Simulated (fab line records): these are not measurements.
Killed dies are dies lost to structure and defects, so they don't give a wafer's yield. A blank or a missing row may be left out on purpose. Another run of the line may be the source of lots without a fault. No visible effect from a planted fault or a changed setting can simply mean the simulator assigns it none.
Comparing a struck lot with a sound one	flow sky130	43 steps out of a route of 708
Sound: these wafers, L526.2, L526.3, L526.4. Struck: wafer L539.5 (left out: L539.2, L539.4 of the same lot, which were not struck); the cause appears at the end.
Per side, at each step with rows, come the tool, then ch with its chambers, and then its first start. Under that, the readings that differ: sound wafers	struck wafers	difference of the means	sigmas: that difference in standard deviations of wafers without a fault.
alike: a reading whose means differ by less than 2 such deviations, as well as words and numbers matching on both sides. not compared: withheld readings; readings where some wafer has no value; bounds like >300 that might hide an equal value; numbers whose values overlap and for which the record gives no deviation.
Wherever a step has rows on one side only, a row that says differs or no value, or a row with sigmas, the two part there. Non-overlapping numbers with no deviation appear without sigmas and do not part them. A reading missing from all wafers of one side parts the sides only when that side holds two or more wafers.

first, 1 step without rows for these wafers: SKY_VIA4_HDPCVD_00 (deposits SiO2, target thk 1750 nm, time 291.7 s).
SKY_VIA4_THK_MEAS_01:
  sound on film_metro-01, day 41 21:26; struck on film_metro-03, day 45 09:19
  alike: VIA4_HDPCVD_THK
SKY_VIA4_CMP_02: polishes SiO2.
  sound on cmp-02 ch 1,2,3, day 41 21:35; struck on cmp-02 ch 0, day 45 09:22
reading	sound	struck	difference	sigmas
motor_current_A (A)	10.2 10.8 10.6	14.0	+3.5	+2
  alike: slurry_flow_ml_min
SKY_VIA4_BOW_MEAS_03:
  sound on film_metro-01, day 41 21:52; struck on film_metro-04, day 45 09:41
  alike: VIA4_BOW
then, 7 steps without rows for these wafers: SKY_VIA4_DEHYDRATE_04 (time 60 s); SKY_VIA4_HMDS_05 (prime time 60 s); SKY_VIA4_COAT_06 (resist thk 1140 nm); SKY_VIA4_SOFTBAKE_07 (time 60 s); SKY_VIA4_EXPOSE_08 (exposes mask VIM4, target cd 800 nm); SKY_VIA4_PEB_09; SKY_VIA4_DEVELOP_10 (develop time 60 s).
SKY_VIA4_OVL_MEAS_11:
  sound on overlay-02, day 42 21:28; struck on overlay-01, day 46 05:32
  alike: VIA4_OVL
SKY_VIA4_ETCH_12: etches SiO2 in C4F8/O2/Ar, stops on TiN, target depth 580 nm.
  sound on rie_diel-04 ch 0,1,3, day 42 21:30; struck on rie_diel-02 ch 3, day 46 05:34
  alike: oes_product_au
then, 4 steps without rows for these wafers: SKY_VIA4_STRIP_13 (strips in O2/N2); SKY_VIA4_STRIP_14 (strips in post etch residue remover, time 1200 s); SKY_VIA4_CLEAN_15 (cleans in IPA, time 180 s); SKY_VIA4_CLEAN_16 (cleans in O3/DIW).
SKY_VIA4_SPUTTER_17: material TiN, target thk 20 nm, time 80 s.
  sound on pvd_sputter-01, day 42 22:13; struck on pvd_sputter-02, day 46 06:14
  alike: throttle_valve_pct
then, 1 step without rows for these wafers: SKY_VIA4_CVD_18 (deposits W, target thk 505 nm, time 152.14 s).
SKY_VIA4_RS_MEAS_19: a four-point-probe measurement.
  sound on film_metro-03, day 42 22:26; struck on film_metro-01, day 46 06:28
  alike: VIA4_W_RS
SKY_VIA4_THK_MEAS_20: measures by xrf.
  sound on film_metro-03, day 42 22:33; struck on film_metro-01, day 46 06:35
  alike: VIA4_W_THK
then, 1 step without rows for these wafers: SKY_VIA4_CMP_21 (polishes, stops on SiO2, t overpolish 25 s, target thk 0 nm).
SKY_METAL5_SPUTTER_00: material Ti, target thk 15 nm, time 10 s.
  sound on pvd_sputter-01, day 42 22:54; struck on pvd_sputter-01, day 46 06:56
  alike: throttle_valve_pct
SKY_METAL5_SPUTTER_01: material TiN, target thk 20 nm, time 16.7 s.
  sound on pvd_sputter-01, day 42 22:56; struck on pvd_sputter-01, day 46 06:57
  alike: throttle_valve_pct
then, 3 steps without rows for these wafers: SKY_METAL5_SPUTTER_02 (material AlCu, target thk 1150 nm, time 61.2 s); SKY_METAL5_SPUTTER_03 (material Ti, target thk 5 nm, time 3.3 s); SKY_METAL5_SPUTTER_04 (material TiN, target thk 70 nm, time 58.3 s).
SKY_METAL5_RS_MEAS_05: a four-point-probe measurement.
  sound on film_metro-02, day 42 23:05; struck on film_metro-04, day 46 07:07
  alike: METAL5_ALCU_RS
SKY_METAL5_THK_MEAS_06: measures by xrf.
  sound on film_metro-02, day 42 23:12; struck on film_metro-04, day 46 07:13
  alike: METAL5_ALCU_THK
then, 9 steps without rows for these wafers: SKY_METAL5_DEHYDRATE_07 (time 60 s); SKY_METAL5_HMDS_08 (prime time 60 s); SKY_METAL5_COAT_09 (resist thk 1800 nm); SKY_METAL5_SOFTBAKE_10 (time 60 s); SKY_METAL5_EXPOSE_11 (exposes mask MM5, target cd 1600 nm); SKY_METAL5_PEB_12; SKY_METAL5_DEVELOP_13 (develop time 60 s); SKY_METAL5_DESCUM_14 (chemistry O2, time 11 s); SKY_METAL5_METAL_ETCH_15 (etches the open film in Cl2/BCl3, stops on SiO2, target depth 1260 nm, time 252 s).
SKY_METAL5_STRIP_16: strips in O2/N2.
  sound on plasma_asher-01 ch 0,1, day 43 21:53; struck on plasma_asher-01 ch 1, day 47 02:40
  alike: drypump_motor_current_A, oes_product_au, strip_time_to_endpoint_s
  not compared: rf_hours_counter_h
then, 3 steps without rows for these wafers: SKY_METAL5_STRIP_17 (strips in post etch residue remover, time 1200 s); SKY_METAL5_CLEAN_18 (cleans in IPA, time 180 s); SKY_METAL5_CLEAN_19 (cleans in O3/DIW).
SKY_PAD_OPEN_PROBE_99:
  sound on prober-02, day 45 20:48; struck on prober-01, day 48 20:07
reading	sound	struck	difference	sigmas
defect_limited_yield (%)	82.5 83.7 79.3	68.7	-13.1	-7
killed_at_M4_up	4 3 5	72	+68	+40
killed_dies	86 80 102	154	+65	+7
sort_bin_3_pad_short (%)	0.8 0.6 0.8	5.5	+4.8	+12
sort_bin_5_function (%)	10.6 10.6 11.8	19.1	+8.1	+6
sort_n_pass	406 412 390	338	-65	-7
sort_yield_pct (%)	82.5 83.7 79.3	68.7	-13.1	-7
model.etest.tester.sort_n_pass	406 412 390	338	-65	
model.etest.tester.sort_yield_pct (%)	82.52 83.74 79.27	68.7	-13.1	
model.etest.tester.sort_bin_5_pct (%)	10.57 10.57 11.79	19.11	+8.13	
model.etest.tester.sort_bin_3_pct (%)	0.813 0.6098 0.813	5.488	+4.743	
  alike: killed_at_M0_to_M3, killed_at_contacts, killed_at_front_end, killed_at_other, killed_open, killed_short, sort_bin_6_memory

== WHERE THEY PART ==
Last at SKY_PAD_OPEN_PROBE_99 as far as this record goes, first at SKY_VIA4_CMP_02.

WHY: what had been put in by the simulator
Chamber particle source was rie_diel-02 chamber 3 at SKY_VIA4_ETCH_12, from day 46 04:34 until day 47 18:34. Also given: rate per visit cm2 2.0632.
